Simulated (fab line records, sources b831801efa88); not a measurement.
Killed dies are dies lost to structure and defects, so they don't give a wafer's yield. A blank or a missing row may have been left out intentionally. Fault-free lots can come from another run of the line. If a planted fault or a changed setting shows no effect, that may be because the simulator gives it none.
Which tool is to blame? -- flow sky130 -- 18 wafers from 6 lots sampled at 2 of the route's 708 steps

## WHAT EACH GAUGE READ, for each wafer
SKY_DNWELL_TW_MEAS_09.
lot,measured,on,DNWELL_TW
L591,day 4 08:57,film_metro-03,1124 1127 1124
L594,day 4 20:41,film_metro-04,1124 1126 1126
L596,day 4 23:53,film_metro-04,1121 1122 1124
L601,day 5 23:59,film_metro-02,1108 1106 1115
L608,day 8 01:27,film_metro-04,1131 1131 1131
L610,day 8 03:41,film_metro-02,1111 1121 1112

## WHAT TOOL EACH LOT RAN ON (gives the tool, then ch and the chambers of the sampled wafers, and finally the start)
lot,SKY_DNWELL_EXPOSE_04
L591,"iline_stepper-02 ch 0, day 4 01:02"
L594,"iline_stepper-01 ch 0, day 4 11:14"
L596,"iline_stepper-01 ch 0, day 4 14:39"
L601,"iline_stepper-02 ch 0, day 5 15:31"
L608,"iline_stepper-02 ch 0, day 7 15:26"
L610,"iline_stepper-01 ch 0, day 7 17:22"
- SKY_DNWELL_EXPOSE_04: exposes mask DNM, target cd 3000 nm.

## THE ANSWER, worked out from the rows above alone
Rule: what is usual is taken from the lots themselves. Put in order of their means at a reading, lots are off if they are a third of the lots or fewer, leave a main group of 4 or more, and stand apart from it by a gap of 3 or more times the standard deviation of the main group's means; of several such gaps the widest counts. Not used: any main group whose means are identical at the precision the tables above print for the reading. Also off: a lot with no number at a reading for which 4 or more lots have one. The other lots that the step has rows for count as sound.
Across all readings shown, no lot is off: no conclusion can be drawn from this.

## WHAT HAD BEEN PUT IN BY THE SIMULATOR
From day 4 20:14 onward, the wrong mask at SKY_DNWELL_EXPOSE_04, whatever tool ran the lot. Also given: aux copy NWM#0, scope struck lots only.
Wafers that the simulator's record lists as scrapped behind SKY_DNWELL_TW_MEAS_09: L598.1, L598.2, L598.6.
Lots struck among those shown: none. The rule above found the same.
